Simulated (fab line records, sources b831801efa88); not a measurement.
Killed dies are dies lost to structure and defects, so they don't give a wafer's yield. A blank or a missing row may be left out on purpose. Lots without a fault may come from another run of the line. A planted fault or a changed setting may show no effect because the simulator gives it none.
Which tool did it? | flow sky130 | 6 lots, 18 wafers sampled, at 1 step of a route of 708

WHAT THE GAUGES READ, wafer by wafer
SKY_METAL1_OVL_MEAS_16.
lot  | measured     | on         | METAL1_OVL (nm)
L917 | day 32 20:33 | overlay-02 | 3 -4 0
L919 | day 34 06:40 | overlay-01 | -14 -2 -6
L922 | day 34 15:46 | overlay-01 | 1 -6 9
L932 | day 37 22:46 | overlay-02 | -6 -9 -2
L935 | day 39 02:32 | overlay-01 | -16 -10 -11
L939 | day 40 21:33 | overlay-02 | -4 -1 -4

WHICH TOOL RAN EACH LOT (tool, then ch and the chambers of the sampled wafers, then the start)
The record holds no process step before these readings.

THE ANSWER, worked out from the rows above alone
Rule: what is usual is taken from the lots themselves. Put in order of their means at a reading, lots are off if they are a third of the lots or fewer, leave a main group of 4 or more, and stand apart from it by a gap of 3 or more times the standard deviation of the main group's means; of several such gaps the widest counts. A main group whose means are all the same, to the digits that the tables above print for the reading, isn't used. A lot without any number at a reading at which 4 lots or more have one is off too. The other lots that the step has rows for count as sound.
No lot is off at any reading shown: from this, nothing can be told.

WHAT THE SIMULATOR HAD PUT IN
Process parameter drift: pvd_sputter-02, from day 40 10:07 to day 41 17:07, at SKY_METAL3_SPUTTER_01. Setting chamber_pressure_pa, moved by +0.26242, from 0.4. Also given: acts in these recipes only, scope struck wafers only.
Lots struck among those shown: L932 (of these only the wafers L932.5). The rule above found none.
